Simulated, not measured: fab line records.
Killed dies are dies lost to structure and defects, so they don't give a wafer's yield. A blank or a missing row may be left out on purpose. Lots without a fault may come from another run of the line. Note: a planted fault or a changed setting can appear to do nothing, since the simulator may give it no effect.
A struck lot beside a sound one :: flow gf180mcu :: 15 out of 602 route steps
Sound: the wafers L595.3, L595.4, L595.6. Struck: wafer L614.4. (L614.2, L614.6 of the same lot were not struck and are left out.) The cause comes at the end.
Each step with rows lists, per side, the tool, then ch with its chambers, then its first start. Under that, the readings that differ: sound wafers :: struck wafers :: difference of the means :: sigmas: that difference in standard deviations of wafers without a fault.
alike: readings with means less than 2 such deviations apart, plus words and numbers identical on both sides. not compared: withheld readings, readings lacking a value on some wafer, bounds such as >300 that could conceal the same value, and numbers that have no deviation in the record and whose values overlap.
The two part at a step that has a row with sigmas, a row that says differs or no value, or rows on one side only. Non-overlapping numbers with no deviation appear without sigmas and do not part them. A reading missing from all wafers of one side parts the sides only when that side holds two or more wafers.

first, 5 steps without rows for these wafers: GF_V3_COAT_09 (resist thk 1000 nm); GF_V3_SOFTBAKE_10 (time 60 s); GF_V3_EXPOSE_11 (exposes mask Via3, target cd 260 nm); GF_V3_PEB_12 (peb time 90 s); GF_V3_DEVELOP_13 (develop time 60 s).
GF_V3_CD_MEAS_14 targets a cd of 260 nm.
  sound on cd sem-01 at day 23 08:59; struck on cd sem-02 at day 29 08:19
reading: cd nm (nm)
sound: 262.1 261.0 262.0
struck: 257.1
difference: -4.6
sigmas: -4
GF_V3_OVL_MEAS_15:
  sound on overlay-02 at day 23 09:05; struck on overlay-02 at day 29 08:25
  alike: V3_OVL
GF_V3_ETCH_16: etches BARC in N2/H2.
  sound on rie diel-02 ch 1,3, day 23 09:06; struck on rie diel-01 ch 1, day 29 08:27
  alike: drypump motor current A, oes product au, throttle valve pct
GF_V3_ETCH_17: etches SiO2 in C4F8/O2/Ar, stops on TiN, target depth 635 nm.
  sound: rie diel-02 ch 1,3; struck: rie diel-01 ch 1
reading: oes product au (a.u.)
sound: 0.852 0.848 0.855
struck: 0.861
difference: +0.009
sigmas: +2
GF_V3_STRIP_18: strips in O2/N2.
  sound on plasma asher-03 ch 0,1, day 23 09:16; struck on plasma asher-01 ch 0, day 29 08:35
  alike: drypump motor current A, heater power w, oes product au
  not compared: rf hours counter h
then, 2 steps without rows for these wafers: GF_V3_STRIP_19 (strips in post etch residue remover, time 1200 s); GF_V3_CLEAN_20 (cleans in DIW).
GF_V3_SPUTTER_21: material Ti, target thk 15 nm, time 80.02 s.
  sound on pvd sputter-04 at day 23 09:46; struck on pvd sputter-04 at day 29 09:07
reading: chamber pressure pa (Pa)
sound: 5.015 5.002 4.984
struck: 4.770
difference: -0.230
sigmas: -24

reading: model.Ti_of_V3_SPUTTER_21.thk nm (nm)
sound: 14.91 14.91 14.84
struck: 15.84
difference: +0.95
sigmas: 
  alike: throttle valve pct
GF_V3_SPUTTER_22: material TiN, target thk 10 nm, time 40 s.
  sound on pvd sputter-04 at day 23 09:50; struck on pvd sputter-04 at day 29 09:10
  alike: chamber pressure pa, throttle valve pct
GF_PASSIVATION_PROBE_99:
  rows exist in the record for the sound wafers here (prober-01, day 29 22:06), none for the struck ones

== WHERE THEY PART ==
Earliest at GF_V3_CD_MEAS_14; latest, in this record, at GF_PASSIVATION_PROBE_99.

WHY: what the simulator had put in
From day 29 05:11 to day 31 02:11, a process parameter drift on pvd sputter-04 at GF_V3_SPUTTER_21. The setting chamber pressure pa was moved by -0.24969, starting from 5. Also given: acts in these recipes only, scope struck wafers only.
